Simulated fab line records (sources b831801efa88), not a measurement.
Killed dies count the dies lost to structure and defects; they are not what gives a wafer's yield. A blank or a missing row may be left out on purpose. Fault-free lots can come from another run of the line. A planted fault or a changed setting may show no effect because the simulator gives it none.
What tool caused it? ; flow gf180mcu ; 13 lots, 38 wafers sampled, at 5 steps of a route of 602

WHAT THE GAUGES READ, wafer by wafer
GF_NWELL_OVL_MEAS_07. Usual: NWELL_OVL gives -0.4 nm (standard deviation 1.3).
lot;measured;on;NWELL_OVL (nm);flag
L428;day 3 08:28;overlay-02;0.8 0.8 2.0;
L429;day 3 13:44;overlay-02;-2.5 -0.7 -1.6;
L430;day 3 19:13;overlay-02;-0.9 -0.5 0.9;
L431;day 4 00:04;overlay-01;-1.2 -2.8 -0.6;
L432;day 4 07:12;overlay-02;0.4 -1.9 -0.3;
L433;day 4 12:06;overlay-02;-1.9 1.8 0.0;
L434;day 4 16:13;overlay-01;-1.3 -1.7 -0.2;
L435;day 4 20:52;overlay-01;-0.5 -0.5 2.5;
L436;day 5 01:43;overlay-01;0.1 -1.0 -0.9;
L437;day 5 08:13;overlay-02;-1.9 -0.3 0.0;
L438;day 5 13:17;overlay-02;0.7 1.6 1.2;
L439;day 5 22:06;overlay-02;-0.7 -0.9 -1.7;
L442;day 6 11:58;overlay-02;-0.6 -0.5;

GF_VT_IMPLANT_TW_MEAS_10. Usual: VT_IMPLANT_TW gives 560 (standard deviation 5).
lot;measured;on;VT_IMPLANT_TW;flag
L428;day 5 16:05;film-metro-04;567 567 568;
L429;day 5 22:27;film-metro-02;562 560 565;
L430;day 6 03:53;film-metro-02;557 557 559;
L431;day 6 09:05;film-metro-02;556 559 557;
L432;day 6 17:38;film-metro-04;567 567 566;
L433;day 6 23:03;film-metro-01;549 549 552;
L434;day 7 02:12;film-metro-01;546 550 549;
L435;day 7 08:40;film-metro-04;564 563 564;
L436;day 7 14:48;film-metro-02;561 561 559;
L437;day 7 22:15;film-metro-04;563 561 565;
L438;day 8 03:21;film-metro-02;559 563 559;
L439;day 8 14:23;film-metro-04;564 567 563;
L442;day 9 06:25;film-metro-04;560 564;

GF_VT_IMPLANT_TW_MEAS_32. Usual: VT_IMPLANT_3_TW gives 266.9 (standard deviation 2.6).
lot;measured;on;VT_IMPLANT_3_TW;flag
L428;day 6 22:02;film-metro-04;269.0 271.6 269.6;
L429;day 7 04:44;film-metro-04;269.3 269.5 267.7;
L430;day 7 10:44;film-metro-01;261.3 260.6 261.3;
L431;day 7 16:29;film-metro-02;266.9 267.9 268.8;
L432;day 8 00:38;film-metro-04;268.3 267.2 268.9;
L433;day 8 07:41;film-metro-02;267.3 268.1 267.6;
L434;day 8 10:48;film-metro-04;268.2 267.6 267.4;
L435;day 8 17:22;film-metro-02;267.4 267.8 267.5;
L436;day 9 00:44;film-metro-04;269.5 268.4 268.9;
L437;day 9 08:42;film-metro-01;265.2 266.0 263.5;
L438;day 9 12:29;film-metro-04;268.0 268.2 267.0;
L439;day 10 00:44;film-metro-04;267.7 270.0 268.9;
L442;day 10 16:07;film-metro-01;264.0 257.0;

WHICH TOOL RAN EACH LOT (tool, then ch and the chambers of the sampled wafers, then the start)
lot;GF_VT_IMPLANT_STRIP_20;GF_VT_IMPLANT_IMPLANT_30
L428;plasma-asher-04 ch 0,1, day 6 06:26;implanter-01 ch 0, day 6 21:48
L429;plasma-asher-04 ch 0,1, day 6 13:17;implanter-02 ch 0, day 7 04:29
L430;plasma-asher-03 ch 0,1, day 6 18:47;implanter-02 ch 0, day 7 10:29
L431;plasma-asher-01 ch 0,1, day 7 00:14;implanter-04 ch 0, day 7 16:14
L432;plasma-asher-03 ch 0,1, day 7 08:50;implanter-04 ch 0, day 8 00:23
L433;plasma-asher-04 ch 0,1, day 7 14:47;implanter-02 ch 0, day 8 07:26
L434;plasma-asher-04 ch 0,1, day 7 17:59;implanter-01 ch 0, day 8 10:34
L435;plasma-asher-03 ch 0,1, day 8 00:16;implanter-02 ch 0, day 8 17:08
L436;plasma-asher-03 ch 0,1, day 8 07:17;implanter-04 ch 0, day 9 00:30
L437;plasma-asher-01 ch 0,1, day 8 15:23;implanter-04 ch 0, day 9 08:28
L438;plasma-asher-01 ch 0,1, day 8 20:02;implanter-02 ch 0, day 9 12:14
L439;plasma-asher-01 ch 0,1, day 9 07:29;implanter-01 ch 0, day 10 00:29
L442;plasma-asher-01 ch 1, day 9 23:19;implanter-01 ch 0, day 10 15:53
- GF_VT_IMPLANT_STRIP_20: strips in O2/N2.
- GF_VT_IMPLANT_IMPLANT_30

AS READ BY THE TOOLS THEMSELVES (means over the sampled wafers that have a number; for cases with no such wafer, the mark the record gives instead)
GF_VT_IMPLANT_STRIP_20. Usual: chamber-pressure-mTorr 1500.2 mTorr, standard deviation 1.4; drypump-motor-current-A 5.8 A, standard deviation 0.4; heater-power-w 316 W, standard deviation 20; oes-product-au 0.716 a.u., standard deviation 0.0045; strip-time-to-endpoint-s 12.62 s, standard deviation 0.034.
lot;tool;chamber-pressure-mTorr (mTorr);drypump-motor-current-A (A);heater-power-w (W);oes-product-au (a.u.);strip-time-to-endpoint-s (s);flag
L428;plasma-asher-04;1500.3;5.3;315;0.716;12.59;
L429;plasma-asher-04;1500.1;5.4;311;0.712;12.64;
L430;plasma-asher-03;1500.6;5.9;315;0.713;12.63;
L431;plasma-asher-01;1500.0;5.9;299;0.715;12.63;
L432;plasma-asher-03;1499.0;5.9;319;0.716;12.62;
L433;plasma-asher-04;1501.8;5.8;317;0.714;12.63;
L434;plasma-asher-04;1500.2;5.4;308;0.713;12.64;
L435;plasma-asher-03;1499.1;5.9;313;0.714;12.66;
L436;plasma-asher-03;1501.3;5.9;318;0.715;12.64;
L437;plasma-asher-01;1500.1;5.9;321;0.720;12.67;
L438;plasma-asher-01;1502.1;5.9;301;0.719;12.63;
L439;plasma-asher-01;1500.3;5.9;318;0.715;12.59;
L442;plasma-asher-01;1499.9;5.8;342;0.714;12.55;

THE ANSWER, worked out from the rows above alone
Rule: lot off if the mean of its wafers having a number is beyond 3 standard deviations from the usual mean. Also off: a lot with no number at a reading for which 4 or more lots have one. All remaining lots with rows at the step are treated as sound. The gauges are gone through in route order, then the tools' own readings, and for those a lot's mean is taken as printed above. The first step at which some lot is off is used, and at that step the reading that is off furthest; a lot without a number counts as furthest.
None of the lots is off at any reading shown; this tells nothing.

WHAT THE SIMULATOR HAD PUT IN
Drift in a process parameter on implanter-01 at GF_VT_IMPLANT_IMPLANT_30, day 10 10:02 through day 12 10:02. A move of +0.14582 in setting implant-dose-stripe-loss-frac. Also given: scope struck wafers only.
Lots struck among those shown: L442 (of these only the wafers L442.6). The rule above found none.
